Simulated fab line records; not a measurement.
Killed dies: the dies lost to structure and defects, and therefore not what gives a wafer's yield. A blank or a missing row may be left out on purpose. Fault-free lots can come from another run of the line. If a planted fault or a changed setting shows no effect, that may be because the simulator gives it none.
Which tool was responsible? | flow gf180mcu | 13 lots, 39 wafers sampled, at 6 steps of a route of 602

## WHAT THE GAUGES SHOWED, per wafer
GF_LVPWELL_TW_MEAS_11.
lot  | measured    | on            | LVPWELL_TW
L941 | day 4 02:50 | film metro-03 | 568 567 568
L942 | day 4 10:04 | film metro-01 | 555 554 553
L943 | day 4 13:07 | film metro-04 | 562 562 561
L945 | day 4 23:08 | film metro-01 | 554 554 559
L947 | day 5 14:53 | film metro-03 | 567 568 566
L948 | day 5 19:09 | film metro-04 | 556 557 554
L949 | day 5 22:11 | film metro-01 | 559 559 556
L950 | day 6 07:05 | film metro-03 | 565 567 565
L951 | day 6 11:09 | film metro-04 | 556 555 555
L952 | day 6 17:19 | film metro-04 | 556 554 554
L954 | day 7 05:05 | film metro-04 | 592 590 592
L956 | day 7 17:05 | film metro-03 | 586 589 589
L963 | day 9 09:19 | film metro-01 | 553 553 555

GF_VT_IMPLANT_RS_MEAS_48: measures by four-point-probe.
lot  | measured     | on            | LVPWELL_RS (ohm/sq)
L941 | day 7 20:58  | film metro-04 | 1198 1196 1195
L942 | day 8 04:31  | film metro-04 | 1200 1202 1201
L943 | day 8 10:51  | film metro-04 | 1195 1193 1194
L945 | day 8 20:49  | film metro-03 | 1199 1194 1195
L947 | day 9 14:47  | film metro-03 | 1195 1197 1197
L948 | day 9 21:38  | film metro-04 | 1195 1191 1192
L949 | day 10 00:46 | film metro-03 | 1196 1192 1193
L950 | day 10 09:57 | film metro-03 | 1198 1199 1198
L951 | day 10 15:50 | film metro-04 | 1200 1201 1196
L952 | day 11 00:40 | film metro-01 | 1201 1201 1200
L954 | day 11 11:43 | film metro-04 | 1055 1057 1057
L956 | day 12 03:49 | film metro-01 | 1059 1055 1054
L963 | day 14 02:28 | film metro-04 | 1195 1195 1195

GF_POLY_GATE_OVL_MEAS_11.
lot  | measured     | on         | POLY_GATE_OVL (nm)
L941 | day 9 15:08  | overlay-01 | 1 4 1
L942 | day 9 18:32  | overlay-01 | -4 -2 1
L943 | day 10 02:35 | overlay-02 | -6 -1 -6
L945 | day 10 13:38 | overlay-02 | 0 7 8
L947 | day 11 09:41 | overlay-02 | -3 -5 -7
L948 | day 11 15:29 | overlay-01 | 0 -2 7
L949 | day 11 19:10 | overlay-01 | -1 -1 -8
L950 | day 12 06:04 | overlay-02 | -11 0 -4
L951 | day 12 11:26 | overlay-01 | -3 -7 -3
L952 | day 12 20:17 | overlay-02 | -3 -10 -3
L954 | day 13 07:34 | overlay-02 | 5 1 0
L956 | day 14 01:32 | overlay-02 | -5 1 -4
L963 | day 16 02:32 | overlay-02 | -4 -1 5

GF_HV_LDD_CD_MEAS_46 targets a cd of 400 nm.
lot  | measured     | on        | cd nm (nm)
L941 | day 12 18:03 | cd sem-02 | 402.6 400.5 398.6
L942 | day 12 23:52 | cd sem-01 | 399.2 400.9 399.9
L943 | day 13 09:13 | cd sem-01 | 406.1 405.5 405.0
L945 | day 13 22:05 | cd sem-02 | 399.3 398.3 402.2
L947 | day 14 20:25 | cd sem-01 | 398.6 402.3 398.5
L948 | day 15 02:56 | cd sem-02 | 396.6 398.8 398.4
L949 | day 15 06:55 | cd sem-01 | 400.2 398.0 399.9
L950 | day 15 20:38 | cd sem-02 | 398.7 401.2 401.5
L951 | day 16 03:08 | cd sem-01 | 400.1 399.2 398.6
L952 | day 16 11:49 | cd sem-01 | 401.4 398.9 402.4
L954 | day 17 00:25 | cd sem-02 | 398.8 400.3 399.3
L956 | day 17 22:26 | cd sem-02 | 398.0 398.4 399.2
L963 | day 20 03:37 | cd sem-02 | 402.8 399.9 403.0

## EACH LOT AND THE TOOL THAT RAN IT (in order: tool; ch and the chambers of the sampled wafers; start)
lot  | GF_STI_CMP_25                | GF_LVPWELL_IMPLANT_09
L941 | cmp-02 ch 0,1,3, day 2 10:05 | implanter-01 ch 0, day 4 02:35
L942 | cmp-02 ch 0,1, day 2 15:32   | implanter-02 ch 0, day 4 09:52
L943 | cmp-02 ch 0,1,3, day 2 19:03 | implanter-04 ch 0, day 4 12:55
L945 | cmp-01 ch 0,1,3, day 3 04:49 | implanter-02 ch 0, day 4 22:53
L947 | cmp-02 ch 0,2,3, day 3 17:34 | implanter-04 ch 0, day 5 14:40
L948 | cmp-02 ch 0,2,3, day 3 22:19 | implanter-04 ch 0, day 5 18:55
L949 | cmp-01 ch 0,1,3, day 4 00:53 | implanter-04 ch 0, day 5 21:56
L950 | cmp-01 ch 0,1,2, day 4 07:39 | implanter-04 ch 0, day 6 06:50
L951 | cmp-01 ch 0,2,3, day 4 13:22 | implanter-02 ch 0, day 6 10:55
L952 | cmp-01 ch 0,1,2, day 4 17:24 | implanter-02 ch 0, day 6 17:04
L954 | cmp-01 ch 0,2, day 5 04:07   | implanter-02 ch 0, day 7 04:50
L956 | cmp-01 ch 0,3, day 5 14:07   | implanter-02 ch 0, day 7 16:52
L963 | cmp-01 ch 0,2,3, day 7 03:50 | implanter-01 ch 0, day 9 09:05
- GF_STI_CMP_25: polishes, stops on Si3N4, t overpolish 33 s, target thk 524.6 nm.
- GF_LVPWELL_IMPLANT_09

## WHAT THE TOOLS THEMSELVES READ (means of the sampled wafers that have a number; where no wafer has one, the mark that the record gives instead)
GF_STI_CMP_25.
lot  | tool   | motor current A (A) | overpolish run s (s) | time to endpoint s (s)
L941 | cmp-02 | 11.3                | 33.000               | 125
L942 | cmp-02 | 11.0                | 33.005               | 125
L943 | cmp-02 | 11.7                | 32.994               | 117
L945 | cmp-01 | 12.4                | 33.008               | 130
L947 | cmp-02 | 11.7                | 33.002               | 126
L948 | cmp-02 | 11.8                | 32.995               | 121
L949 | cmp-01 | 12.4                | 33.003               | 126
L950 | cmp-01 | 11.3                | 32.991               | 127
L951 | cmp-01 | 11.8                | 33.002               | 131
L952 | cmp-01 | 11.5                | 32.995               | 130
L954 | cmp-01 | 10.8                | 33.003               | 130
L956 | cmp-01 | 12.9                | 32.998               | 130
L963 | cmp-01 | 11.4                | 33.002               | 130

GF_LVPWELL_IMPLANT_09.
lot  | tool         | dose ions cm2 | faraday current uA
L941 | implanter-01 | 5e+12         | 28.1
L942 | implanter-02 | 5e+12         | 28.2
L943 | implanter-04 | 5e+12         | 28.0
L945 | implanter-02 | 5e+12         | 28.2
L947 | implanter-04 | 5e+12         | 27.6
L948 | implanter-04 | 5e+12         | 27.7
L949 | implanter-04 | 5e+12         | 27.7
L950 | implanter-04 | 5e+12         | 28.6
L951 | implanter-02 | 5e+12         | 28.1
L952 | implanter-02 | 5e+12         | 28.4
L954 | implanter-02 | 9e+12         | 51.0
L956 | implanter-02 | 9e+12         | 52.0
L963 | implanter-01 | 5e+12         | 28.6

## THE ANSWER, worked out from the rows above alone
Rule: usual is defined by the lots themselves. Put in order of their means at a reading, lots are off if they are a third of the lots or fewer, leave a main group of 4 or more, and stand apart from it by a gap of 3 or more times the standard deviation of the main group's means; of several such gaps the widest counts. A main group is skipped when, at the precision printed for the reading in the tables above, its means are all equal. Also off: a lot with no number at a reading for which 4 or more lots have one. Any other lot the step has rows for is counted as sound. First the gauges in route order, then the tools' own readings, where a lot's mean is used as printed above. The first step at which some lot is off is used, and at that step the reading that is off furthest; a lot without a number counts as furthest.
Off: L954, L956, at GF_LVPWELL_TW_MEAS_11 (LVPWELL_TW). The main group: mean 559, standard deviation 5.2.
A tool fits if, at a process step before that reading, it ran every lot that is off, and no sound lot after the first of them. Not tried: the gauges at GF_LVPWELL_TW_MEAS_11; whatever is off there is also off at GF_LVPWELL_IMPLANT_09, on other tools, and gauge error can't account for it. One fits: GF_LVPWELL_IMPLANT_09 on implanter-02. A fault onset in the window from L952 (day 6 17:04, its last sound lot) to L954 (day 7 04:50, its first lot off) fits.
The tool's own readings at GF_LVPWELL_IMPLANT_09 bear it out: on the lots that are off they differ by more than 5 times the standard deviation of the sound lots' means. dose ions cm2 reads 9e+12 there against 5e+12 on the sound lots; faraday current uA reads 51.5 there against 28.1 on the sound lots.

## WHAT WAS PUT IN BY THE SIMULATOR
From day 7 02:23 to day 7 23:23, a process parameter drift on implanter-02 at GF_LVPWELL_IMPLANT_09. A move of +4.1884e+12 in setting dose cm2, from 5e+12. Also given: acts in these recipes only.
Lots struck among those shown: L954, L956. The rule given above showed the same thing.
